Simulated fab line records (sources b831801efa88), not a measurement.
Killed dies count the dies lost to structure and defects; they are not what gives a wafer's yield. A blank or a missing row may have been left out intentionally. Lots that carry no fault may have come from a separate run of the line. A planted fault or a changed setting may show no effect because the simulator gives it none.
What tool caused it?    flow sky130    12 lots with 36 wafers sampled at 4 steps, on a route of 708 steps

WHAT THE GAUGES READ, wafer by wafer
SKY_VT_ADJUST_HVTP_CD_MEAS_07: the cd target is 380 nm. Usual: 379.8 nm for cd-nm, sd 2.3.
lot   measured      on         cd-nm (nm)         flag
L282  day 6 04:37   cd-sem-01  380.2 382.0 381.4  
L284  day 6 20:43   cd-sem-01  382.8 384.2 382.9  
L285  day 7 04:01   cd-sem-01  377.3 376.6 376.6  
L286  day 7 13:01   cd-sem-01  376.6 376.9 378.0  
L288  day 8 00:11   cd-sem-01  379.1 379.8 381.7  
L290  day 8 08:43   cd-sem-02  378.6 377.6 377.0  
L291  day 8 16:58   cd-sem-01  379.9 379.8 378.7  
L299  day 10 17:24  cd-sem-01  379.6 381.8 381.7  
L300  day 11 02:46  cd-sem-02  378.4 378.8 380.2  
L301  day 11 07:27  cd-sem-02  376.6 376.3 376.9  
L303  day 11 21:41  cd-sem-02  382.4 382.9 382.2  
L304  day 12 03:34  cd-sem-01  381.1 378.7 380.5  

SKY_SONOS_ONO_OVL_MEAS_14. Usual: SONOS_ONO_OVL gives 0.5 nm (standard deviation 1.2).
lot   measured      on          SONOS_ONO_OVL (nm)  flag
L282  day 12 21:31  overlay-02  2.9 0.4 2.9         
L284  day 13 15:01  overlay-01  -0.2 0.1 -3.5       
L285  day 14 01:28  overlay-02  -1.9 0.1 0.3        
L286  day 14 12:13  overlay-02  1.8 1.6 2.8         
L288  day 15 04:37  overlay-02  -1.3 0.2 1.2        
L290  day 15 15:34  overlay-01  -0.4 -1.5 -0.9      
L291  day 16 01:04  overlay-01  2.1 2.0 1.2         
L299  day 18 21:04  overlay-01  -0.3 -0.1 0.5       
L300  day 19 10:25  overlay-02  0.7 2.4 -0.2        
L301  day 19 17:25  overlay-02  0.9 1.1 2.3         
L303  day 20 08:46  overlay-01  0.5 2.5 1.1         
L304  day 20 16:01  overlay-01  0.6 1.6 0.3         

SKY_LDD_HVP_TW_MEAS_10. Usual: LDD_HVP_TW gives 458.4 (standard deviation 2).
lot   measured      on             LDD_HVP_TW         flag
L282  day 21 20:35  film-metro-01  456.9 457.3 456.4  
L284  day 22 17:26  film-metro-01  457.3 456.9 456.6  
L285  day 23 05:11  film-metro-04  457.3 457.4 455.8  
L286  day 23 19:37  film-metro-03  458.9 458.0 454.2  
L288  day 24 12:26  film-metro-01  461.7 461.6 460.0  
L290  day 25 01:50  film-metro-03  457.6 458.5 460.2  
L291  day 25 09:50  film-metro-04  459.6 458.3 461.2  
L299  day 28 01:28  film-metro-03  713.0 719.0 716.1  OFF
L300  day 28 11:59  film-metro-03  457.2 456.8 458.4  
L301  day 28 16:59  film-metro-04  721.2 720.0 722.5  OFF
L303  day 29 11:23  film-metro-01  461.3 459.4 460.4  
L304  day 29 20:02  film-metro-01  461.5 460.5 460.9  

WHAT TOOL EACH LOT RAN ON (gives the tool, then ch and the chambers of the sampled wafers, and finally the start)
lot   SKY_LDD_HVP_IMPLANT_08
L282  implanter-02 ch 0, day 21 20:20
L284  implanter-02 ch 0, day 22 17:11
L285  implanter-03 ch 0, day 23 04:57
L286  implanter-03 ch 0, day 23 19:22
L288  implanter-02 ch 0, day 24 12:11
L290  implanter-03 ch 0, day 25 01:36
L291  implanter-03 ch 0, day 25 09:35
L299  implanter-02 ch 0, day 28 01:13
L300  implanter-03 ch 0, day 28 11:44
L301  implanter-02 ch 0, day 28 16:44
L303  implanter-03 ch 0, day 29 11:08
L304  implanter-01 ch 0, day 29 19:48
- SKY_LDD_HVP_IMPLANT_08

AS READ BY THE TOOLS THEMSELVES (means over the sampled wafers that have a number; for cases with no such wafer, the mark the record gives instead)
SKY_LDD_HVP_IMPLANT_08. Usual: dose-ions-cm2 1.6999e+13, standard deviation 1.7e+10; faraday-current-uA 96.0, standard deviation 1.8.
lot   tool          dose-ions-cm2  faraday-current-uA  flag
L282  implanter-02  1.7003e+13     97.0                
L284  implanter-02  1.7005e+13     97.2                
L285  implanter-03  1.7001e+13     95.1                
L286  implanter-03  1.7017e+13     96.4                
L288  implanter-02  1.7010e+13     95.9                
L290  implanter-03  1.7013e+13     97.7                
L291  implanter-03  1.6978e+13     94.2                
L299  implanter-02  7.1952e+13     405.7               OFF
L300  implanter-03  1.6992e+13     95.0                
L301  implanter-02  7.1924e+13     404.5               OFF
L303  implanter-03  1.6980e+13     94.8                
L304  implanter-01  1.6996e+13     96.6                

THE ANSWER, worked out from the rows above alone
Rule: lot off if the mean of its wafers having a number is beyond 3 standard deviations from the usual mean. A lot without any number at a reading at which 4 lots or more have one is off too. Where the step has rows for the other lots, those lots are counted as sound. First the gauges in route order, then the tools' own readings, where a lot's mean is used as printed above. At the first step where some lot is off, the reading lying furthest off is the one used; lots without a number count as furthest.
Off: at SKY_LDD_HVP_TW_MEAS_10 (LDD_HVP_TW), L299, L301.
If a tool, at a process step before that reading, ran all the lots that are off and no sound lot after the first of them, it fits. The gauges at SKY_LDD_HVP_TW_MEAS_10 aren't tried: what is off there is off at SKY_LDD_HVP_IMPLANT_08 too, on other tools, and a gauge's error can't cause that. One candidate fits, namely implanter-02 at SKY_LDD_HVP_IMPLANT_08. Its last sound lot is L288 (day 24 12:11), its first lot that is off L299 (day 28 01:13): a fault that began between those two fits.
The tool's own readings at SKY_LDD_HVP_IMPLANT_08 bear it out: on the lots that are off they differ by more than 5 times the standard deviation of the sound lots' means. dose-ions-cm2 reads 7.1938e+13 there against 1.7000e+13 on the sound lots; faraday-current-uA reads 405.1 there against 96.0 on the sound lots.

WHAT WAS PUT IN BY THE SIMULATOR
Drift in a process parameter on implanter-02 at SKY_LDD_HVP_IMPLANT_08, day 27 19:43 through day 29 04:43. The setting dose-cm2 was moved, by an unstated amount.
Struck lots among those shown: L299, L301. This agrees with what the rule above found.
